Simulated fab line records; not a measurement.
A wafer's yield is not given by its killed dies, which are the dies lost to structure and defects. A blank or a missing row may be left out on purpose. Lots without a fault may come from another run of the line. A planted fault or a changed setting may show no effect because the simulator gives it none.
Which tool was responsible? | flow gf180mcu | 12 lots, 36 wafers sampled, at 3 steps of a route of 602

== WHAT EACH GAUGE READ, for each wafer ==
GF_VT_IMPLANT_RS_MEAS_48: measurement is done with a four-point probe.
lot  | measured     | on           | LVPWELL_RS (ohm/sq)
L417 | day 7 13:37  | filmMetro-04 | 1193 1195 1191
L418 | day 7 21:11  | filmMetro-03 | 1200 1198 1196
L419 | day 8 01:46  | filmMetro-03 | 1275 1278 1277
L423 | day 9 07:17  | filmMetro-03 | 1267 1268 1267
L425 | day 9 20:04  | filmMetro-04 | 1192 1196 1192
L426 | day 10 01:50 | filmMetro-03 | 1200 1197 1195
L428 | day 10 14:56 | filmMetro-03 | 1197 1196 1193
L431 | day 11 22:27 | filmMetro-03 | 1199 1196 1193
L435 | day 12 19:55 | filmMetro-04 | 1196 1193 1193
L436 | day 13 01:21 | filmMetro-04 | 1194 1194 1193
L438 | day 13 09:29 | filmMetro-04 | 1195 1192 1189
L440 | day 14 00:58 | filmMetro-04 | 1192 1195 1194

== TOOL THAT RAN EACH LOT (tool first, then ch and the chambers of the sampled wafers, then the start) ==
lot  | GF_STI_ETCH_13                   | GF_LVPWELL_IMPLANT_08
L417 | rieDiel-01 ch 0,3, day 2 01:14   | implanter-02 ch 0, day 3 20:49
L418 | rieDiel-03 ch 0,1, day 2 06:35   | implanter-02 ch 0, day 4 02:41
L419 | rieDiel-02 ch 1,2,3, day 2 11:23 | implanter-02 ch 0, day 4 07:47
L423 | rieDiel-02 ch 2,3, day 3 08:41   | implanter-02 ch 0, day 5 07:19
L425 | rieDiel-02 ch 0,2,3, day 3 18:56 | implanter-03 ch 0, day 5 16:35
L426 | rieDiel-02 ch 0,1, day 3 23:32   | implanter-01 ch 0, day 5 23:46
L428 | rieDiel-01 ch 1,2,3, day 4 10:32 | implanter-03 ch 0, day 6 10:26
L431 | rieDiel-03 ch 0,2, day 5 02:19   | implanter-01 ch 0, day 7 12:04
L435 | rieDiel-01 ch 0,2, day 6 02:58   | implanter-01 ch 0, day 8 07:10
L436 | rieDiel-02 ch 0,3, day 6 05:56   | implanter-01 ch 0, day 8 12:05
L438 | rieDiel-02 ch 0,1, day 6 13:14   | implanter-03 ch 0, day 8 17:19
L440 | rieDiel-03 ch 0,1,2, day 6 23:54 | implanter-01 ch 0, day 9 06:43
- GF_STI_ETCH_13: etches the open film in CHF3/O2, stops on Si, target depth 282.31 nm, time 112.9 s.
- GF_LVPWELL_IMPLANT_08

== WHAT THE TOOLS THEMSELVES READ (means of the sampled wafers that have a number; where no wafer has one, the mark that the record gives instead) ==
GF_STI_ETCH_13.
lot  | tool       | chf3FlowSccm (sccm) | drypumpMotorCurrentA (A) | oesProductAu (a.u.) | throttleValvePct (%)
L417 | rieDiel-01 | 50.19               | 5.2                      | 0.823               | 8.805
L418 | rieDiel-03 | 49.87               | 5.6                      | 0.840               | 8.813
L419 | rieDiel-02 | 50.03               | 6.3                      | 0.837               | 8.812
L423 | rieDiel-02 | 50.02               | 6.4                      | 0.826               | 8.815
L425 | rieDiel-02 | 49.99               | 6.4                      | 0.833               | 8.819
L426 | rieDiel-02 | 50.14               | 6.5                      | 0.828               | 8.806
L428 | rieDiel-01 | 49.93               | 4.9                      | 0.826               | 8.811
L431 | rieDiel-03 | 49.93               | 5.4                      | 0.828               | 8.801
L435 | rieDiel-01 | 49.97               | 5.3                      | 0.829               | 8.812
L436 | rieDiel-02 | 49.81               | 6.6                      | 0.827               | 8.807
L438 | rieDiel-02 | 50.08               | 6.5                      | 0.839               | 8.813
L440 | rieDiel-03 | 49.87               | 5.5                      | 0.827               | 8.811

GF_LVPWELL_IMPLANT_08.
lot  | tool         | doseIonsCm2 | faradayCurrentUA | tiltDeg (degrees)
L417 | implanter-02 | 1.5028e+13  | 84.6             | -0.004
L418 | implanter-02 | 1.5010e+13  | 83.8             | 0.004
L419 | implanter-02 | 1.3252e+13  | 75.8             | 0.024
L423 | implanter-02 | 1.3230e+13  | 74.8             | 0.018
L425 | implanter-03 | 1.4990e+13  | 84.4             | 0.002
L426 | implanter-01 | 1.4984e+13  | 83.4             | 0.006
L428 | implanter-03 | 1.4999e+13  | 84.0             | -0.000
L431 | implanter-01 | 1.5004e+13  | 84.8             | -0.022
L435 | implanter-01 | 1.4993e+13  | 86.0             | -0.003
L436 | implanter-01 | 1.5012e+13  | 85.6             | -0.021
L438 | implanter-03 | 1.5003e+13  | 84.7             | -0.008
L440 | implanter-01 | 1.4982e+13  | 84.6             | 0.027

== THE ANSWER, worked out from the rows above alone ==
Rule: the usual values come from the lots themselves. Put in order of their means at a reading, lots are off if they are a third of the lots or fewer, leave a main group of 4 or more, and stand apart from it by a gap of 3 or more times the standard deviation of the main group's means; of several such gaps the widest counts. If all means in a main group match to the digits the tables above print for the reading, that group is not used. A lot without any number at a reading at which 4 lots or more have one is off too. The other lots that the step has rows for count as sound. After the gauges, taken in route order, come the tools' own readings; for these a lot's mean is taken, as printed above. At the first step where some lot is off, the reading lying furthest off is the one used; lots without a number count as furthest.
Off: L419, L423, seen at GF_VT_IMPLANT_RS_MEAS_48 (LVPWELL_RS). For the main group the mean is 1195 ohm/sq and the standard deviation 1.9.
If a tool, at a process step before that reading, ran all the lots that are off and no sound lot after the first of them, it fits. Not tried: the gauges at GF_VT_IMPLANT_RS_MEAS_48; whatever is off there is also off at GF_LVPWELL_IMPLANT_08, on other tools, and gauge error can't account for it. One fits: implanter-02 at GF_LVPWELL_IMPLANT_08. A fault onset in the window from L418 (day 4 02:41, its last sound lot) to L419 (day 4 07:47, its first lot off) fits.
The tool's own readings at GF_LVPWELL_IMPLANT_08 bear it out: on the lots that are off they differ by more than 5 times the standard deviation of the sound lots' means. doseIonsCm2 reads 1.3241e+13 there against 1.5000e+13 on the sound lots; faradayCurrentUA reads 75.3 there against 84.6 on the sound lots.

== WHAT HAD BEEN PUT IN BY THE SIMULATOR ==
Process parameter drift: implanter-02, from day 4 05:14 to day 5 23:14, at GF_LVPWELL_IMPLANT_08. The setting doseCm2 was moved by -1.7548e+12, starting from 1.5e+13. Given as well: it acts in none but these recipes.
Lots struck among those shown: L419, L423. The same result came from the rule above.
